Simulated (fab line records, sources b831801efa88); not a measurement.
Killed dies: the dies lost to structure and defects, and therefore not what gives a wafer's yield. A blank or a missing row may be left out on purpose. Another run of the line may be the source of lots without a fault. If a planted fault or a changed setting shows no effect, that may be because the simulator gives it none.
Comparing a struck lot with a sound one ; flow sky130 ; 17 out of 708 route steps
Sound: these wafers, L894.3, L894.4, L894.6. Struck: wafers L901.3, L901.4, L901.5. At the end, the cause is stated.
At each step with rows: each side's tool, then ch and its chambers, then its first start. Under that, the readings that differ: sound wafers ; struck wafers ; difference of the means ; sigmas: that difference in standard deviations of wafers without a fault.
alike: a reading whose means differ by less than 2 such deviations, as well as words and numbers matching on both sides. not compared: withheld readings; readings where some wafer has no value; bounds like >300 that might hide an equal value; numbers whose values overlap and for which the record gives no deviation.
A row with sigmas, a row that says differs or no value, or rows on one side alone: a step with any of these is where the two part. Numbers that have no deviation but don't overlap get no sigmas and don't part them. A reading that every wafer of one side lacks parts them only if that side has two wafers or more.

first, 1 step without rows for these wafers: SKY_VT_ADJUST_LVTN_IMPLANT_19.
SKY_VT_ADJUST_LVTN_STRIP_20: strips in O2/N2.
  sound on plasma-asher-02 ch 0,1, day 10 22:32; struck on plasma-asher-02 ch 0,1, day 13 02:05
  alike: chamber-pressure-mTorr, drypump-motor-current-A, oes-product-au, strip-time-to-endpoint-s
  not compared: rf-hours-counter-h
SKY_VT_ADJUST_LVTN_TW_MEAS_21:
  sound: film-metro-01 at day 10 22:38; struck: film-metro-03 at day 13 02:11
  alike: VT_ADJUST_LVTN_2_TW
then, 7 steps without rows for these wafers: SKY_VT_ADJUST_NCORE_DEHYDRATE_00 (time 60 s); SKY_VT_ADJUST_NCORE_HMDS_01 (prime time 60 s); SKY_VT_ADJUST_NCORE_COAT_02 (resist thk 1140 nm); SKY_VT_ADJUST_NCORE_SOFTBAKE_03 (time 60 s); SKY_VT_ADJUST_NCORE_EXPOSE_04 (exposes mask LVTN COMPLEMENT THIN, target cd 380 nm); SKY_VT_ADJUST_NCORE_PEB_05; SKY_VT_ADJUST_NCORE_DEVELOP_06 (develop time 60 s).
SKY_VT_ADJUST_NCORE_CD_MEAS_07: the cd target is 380 nm.
  sound: cd-sem-01 at day 11 23:00; struck: cd-sem-02 at day 14 03:58
reading;sound;struck;difference;sigmas
cd-nm (nm);378.7 378.8 378.8;373.7 374.6 372.8;-5.1;-2
SKY_VT_ADJUST_NCORE_OVL_MEAS_08:
  sound: overlay-02 at day 11 23:05; struck: overlay-01 at day 14 04:03
reading;sound;struck;difference;sigmas
VT_ADJUST_NCORE_OVL (nm);-3.8 -2.2 -3.9;0.7 -0.3 0.7;+3.7;+2
SKY_VT_ADJUST_NCORE_IMPLANT_09:
  sound on implanter-01 ch 0, day 11 23:10; struck on implanter-04 ch 0, day 14 04:08
reading;sound;struck;difference;sigmas
beam-on-s (s);9.55 10.14 10.39;11.62 11.70 10.95;+1.40;+6
faraday-current-uA;14.10 13.38 12.99;11.67 11.55 12.32;-1.64;-5
SKY_VT_ADJUST_NCORE_STRIP_10: strips in O2/N2.
  sound on plasma-asher-02 ch 0,1, day 11 23:18; struck on plasma-asher-03 ch 0,1, day 14 04:16
reading;sound;struck;difference;sigmas
chamber-pressure-mTorr (mTorr);1499.7 1497.0 1498.9;1502.6 1502.2 1502.6;+3.9;+3
  alike: drypump-motor-current-A, oes-product-au, strip-time-to-endpoint-s
  not compared: rf-hours-counter-h
SKY_VT_ADJUST_NCORE_TW_MEAS_11:
  sound: film-metro-04 at day 11 23:23; struck: film-metro-03 at day 14 04:21
reading;sound;struck;difference;sigmas
VT_ADJUST_NCORE_TW;216.7 216.5 216.3;227.3 227.7 228.5;+11.3;+5
then, 1 step without rows for these wafers: SKY_VT_ADJUST_HVTR_DEHYDRATE_00 (time 60 s).
-- here the record skips 37 days between the struck wafers' starts before and after, leaving off in module VT_ADJUST_HVTR and picking up in module PAD_OPEN (first step shown: number 708 of the route) --
SKY_PAD_OPEN_PROBE_99:
  sound: prober-01 at day 48 15:31; struck: prober-01 at day 50 17:34
reading;sound;struck;difference;sigmas
model.etest.nfet_16v.r-on-ohm-um;1.396e+04 1.412e+04 1.424e+04;1.466e+04 1.472e+04 1.45e+04;+5.200e+02;
model.etest.pfet-g5v0d10v5.r-on-ohm-um;4823 4845 4873;4499 4594 4501;-316;
model.etest.res-pwell-under-gate.rs-ohm-sq;2266 2268 2278;2242 2227 2235;-36;
model.etest.pfet-g5v0d10v5.drive-ua-um;334.4 337.1 331.3;360.2 360.4 364.1;+27.3;
model.etest.pfet_16v.drive-ua-um;241.6 243.1 239.7;256.6 253.7 260.2;+15.4;
model.etest.pfet-g5v0d10v5.off-log10-a-um;-12.72 -12.57 -12.64;-10.85 -10.63 -10.93;+1.84;
model.etest.pfet-g5v0d10v5.vt-sat-v (V);-0.6664 -0.6378 -0.6415;-0.47 -0.4485 -0.4781;+0.18;
  alike: killed_at_M0_to_M3, killed_at_M4_up, killed-at-contacts, killed-at-front-end, killed-at-other, killed-dies, killed-open, killed-short
  not compared: model.etest.nfet_16v.drive-ua-um

## WHERE THEY PART
At SKY_VT_ADJUST_NCORE_CD_MEAS_07 first; at SKY_VT_ADJUST_NCORE_TW_MEAS_11 last (within this record only). Later steps at which nothing parts them and some readings are alike: SKY_PAD_OPEN_PROBE_99.

WHY: what had been put in by the simulator
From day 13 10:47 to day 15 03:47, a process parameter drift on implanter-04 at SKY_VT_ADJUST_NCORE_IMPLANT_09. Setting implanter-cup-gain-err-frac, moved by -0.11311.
